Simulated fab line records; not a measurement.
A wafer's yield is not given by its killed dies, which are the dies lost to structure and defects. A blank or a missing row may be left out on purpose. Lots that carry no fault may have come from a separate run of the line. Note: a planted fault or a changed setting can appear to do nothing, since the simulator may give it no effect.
The tool behind it: which one?	flow gf180mcu	Sampling: 12 lots, 36 wafers, 4 of 602 route steps

## WHAT THE GAUGES READ, wafer by wafer
GF_V1_THK_MEAS_03.
lot	measured	on	V1_CVD_02_THK (nm)
L819	day 17 17:22	film-metro-03	831 837 838
L820	day 17 18:07	film-metro-04	833 841 854
L821	day 18 01:56	film-metro-01	838 835 847
L822	day 18 07:52	film-metro-01	848 843 854
L823	day 18 14:37	film-metro-04	823 854 842
L824	day 19 11:41	film-metro-01	824 857 841
L825	day 19 22:22	film-metro-04	839 838 850
L830	day 21 19:16	film-metro-01	838 837 846
L833	day 22 11:16	film-metro-01	834 856 841
L837	day 23 23:04	film-metro-03	819 834 843
L838	day 24 06:32	film-metro-04	840 856 847
L841	day 24 23:34	film-metro-03	843 852 865

GF_V4_OVL_MEAS_15.
lot	measured	on	V4_OVL (nm)
L819	day 25 00:50	overlay-01	-3 0 4
L820	day 25 01:29	overlay-01	6 6 5
L821	day 25 07:08	overlay-01	-9 -10 -8
L822	day 25 12:36	overlay-01	0 2 5
L823	day 25 18:00	overlay-01	-9 -6 -6
L824	day 26 13:28	overlay-02	3 -4 0
L825	day 26 23:32	overlay-01	11 6 11
L830	day 28 10:53	overlay-01	2 -1 5
L833	day 28 22:36	overlay-01	5 0 7
L837	day 30 08:03	overlay-02	-2 -7 -2
L838	day 30 13:11	overlay-02	2 4 -3
L841	day 31 04:26	overlay-02	-6 -7 -3

## WHAT TOOL EACH LOT RAN ON (gives the tool, then ch and the chambers of the sampled wafers, and finally the start)
lot	GF_STI_WET_ETCH_26	GF_V3_SPUTTER_21
L819	wet-bench-03 ch 0, day 2 09:32	pvd-sputter-04, day 23 02:25
L820	wet-bench-04 ch 1, day 2 09:46	pvd-sputter-02, day 23 03:07
L821	wet-bench-02 ch 1, day 2 14:13	pvd-sputter-02, day 23 07:50
L822	wet-bench-02 ch 0, day 2 18:43	pvd-sputter-02, day 23 14:45
L823	wet-bench-02 ch 0, day 3 00:22	pvd-sputter-04, day 23 19:19
L824	wet-bench-04 ch 1, day 3 07:08	pvd-sputter-01, day 24 16:35
L825	wet-bench-04 ch 2, day 3 13:47	pvd-sputter-02, day 25 03:13
L830	wet-bench-04 ch 2, day 4 14:27	pvd-sputter-01, day 26 16:41
L833	wet-bench-04 ch 1, day 5 03:20	pvd-sputter-02, day 27 05:19
L837	wet-bench-02 ch 2, day 6 00:09	pvd-sputter-01, day 28 15:45
L838	wet-bench-03 ch 1, day 6 08:08	pvd-sputter-04, day 28 21:25
L841	wet-bench-03 ch 3, day 6 22:37	pvd-sputter-02, day 29 13:01
- GF_STI_WET_ETCH_26: etches SiO2 in dHF, target depth 94 nm, time 188 s.
- GF_V3_SPUTTER_21: material Ti, target thk 15 nm, time 80.02 s.

## AS READ BY THE TOOLS THEMSELVES (means over the sampled wafers that have a number; for cases with no such wafer, the mark the record gives instead)
GF_STI_WET_ETCH_26.
lot	tool	temp-c (C)
L819	wet-bench-03	25.04
L820	wet-bench-04	24.97
L821	wet-bench-02	25.07
L822	wet-bench-02	24.94
L823	wet-bench-02	25.05
L824	wet-bench-04	24.95
L825	wet-bench-04	25.09
L830	wet-bench-04	25.80
L833	wet-bench-04	26.00
L837	wet-bench-02	24.95
L838	wet-bench-03	25.08
L841	wet-bench-03	25.05

GF_V3_SPUTTER_21.
lot	tool	substrate-temp-c (C)	throttle-valve-pct (%)
L819	pvd-sputter-04	200.00	30.0
L820	pvd-sputter-02	200.07	29.4
L821	pvd-sputter-02	200.09	29.9
L822	pvd-sputter-02	200.05	29.5
L823	pvd-sputter-04	199.96	30.5
L824	pvd-sputter-01	200.14	30.7
L825	pvd-sputter-02	199.92	29.5
L830	pvd-sputter-01	199.86	31.0
L833	pvd-sputter-02	200.12	29.4
L837	pvd-sputter-01	200.01	30.4
L838	pvd-sputter-04	199.89	29.8
L841	pvd-sputter-02	199.80	29.8

## THE ANSWER, worked out from the rows above alone
Rule: the lots themselves supply what counts as usual. The widest of any qualifying gaps counts: lots, ordered by their means at a reading, are off when they make up no more than a third of the lots, leave a main group of 4 or more, and stand apart from it by 3 or more times the standard deviation of that group's means. A main group whose means are all the same, to the digits that the tables above print for the reading, isn't used. Also off: a lot with no number at a reading for which 4 or more lots have one. Any other lot the step has rows for is counted as sound. Order of review: gauges by route order, followed by the tools' own readings, for which a lot's mean as printed above is used. At the first step where some lot is off, the reading lying furthest off is the one used; lots without a number count as furthest.
Off: L830, L833 (GF_STI_WET_ETCH_26, temp-c). Mean 25.02 C and standard deviation 0.056 in the main group.
If a tool, at that step or one of the process steps before it, ran each lot that is off and ran no sound lot following the first of them, it fits. One fits: GF_STI_WET_ETCH_26 on wet-bench-04. Its last sound lot is L825 (day 3 13:47), its first lot that is off L830 (day 4 14:27): a fault that began between those two fits.
The tool's own readings at GF_STI_WET_ETCH_26 bear it out: on the lots that are off they differ by more than 5 times the standard deviation of the sound lots' means. temp-c reads 25.90 C there against 25.02 C on the sound lots.

## WHAT THE SIMULATOR HAD INSERTED
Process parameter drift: wet-bench-04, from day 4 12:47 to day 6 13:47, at GF_STI_WET_ETCH_26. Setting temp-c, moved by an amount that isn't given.
Lots struck among those shown: L830, L833. The rule above reached the same finding.
